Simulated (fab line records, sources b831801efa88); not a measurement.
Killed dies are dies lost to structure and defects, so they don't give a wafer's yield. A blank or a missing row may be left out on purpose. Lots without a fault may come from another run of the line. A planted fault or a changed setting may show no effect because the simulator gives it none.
Chamber matching | flow gf180mcu | GF_V4_ETCH_16 on rie_diel-01: 4 sister chambers
The step etches BARC in N2/H2. 4 wafers are shown with their chamber, then 12 later ones without.

WAFERS WITH THEIR CHAMBER
wafer  | chamber | drypump_motor_current_A (A)
L083.4 | 0       | 5.5
L085.4 | 2       | 4.8
L086.1 | 3       | 5.0
L086.6 | 1       | 5.1

WAFERS WITHOUT THEIR CHAMBER
wafer  | drypump_motor_current_A (A)
L090.1 | 4.8
L090.2 | 5.6
L090.3 | 5.0
L090.4 | 5.0
L090.5 | 5.0
L090.6 | 5.5
L093.3 | 5.0
L093.5 | 4.8
L093.6 | 5.1
L096.1 | 4.8
L096.2 | 5.0
L096.6 | 5.0

WHICH CHAMBER EACH WENT THROUGH
wafer  | from the rows above | in truth
L090.1 | 2                   | 2
L090.2 | 0                   | 0
L090.3 | 3                   | 3
L090.4 | 3                   | 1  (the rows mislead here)
L090.5 | 3                   | 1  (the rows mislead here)
L090.6 | 0                   | 0
L093.3 | 3                   | 3
L093.5 | 2                   | 2
L093.6 | 1                   | 1
L096.1 | 2                   | 2
L096.2 | 3                   | 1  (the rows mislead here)
L096.6 | 3                   | 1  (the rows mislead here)
Placed correctly: 8 of 12. Can't be placed from these rows: 0. Placed wrongly: 4.
How it was worked out, from the rows above alone: a wafer's distance from a chamber is the root of the sum, over the readings, of the square of ((its reading less the chamber's mean) divided by the reading's scatter). The wafer belongs to the nearest chamber; if the next one is less than 2 further off, it can't be placed. A chamber's mean is the mean of its shown wafers. The scatter: with one shown wafer a chamber, the root of the mean of the squares of how far each hidden wafer lies from its nearest shown one.
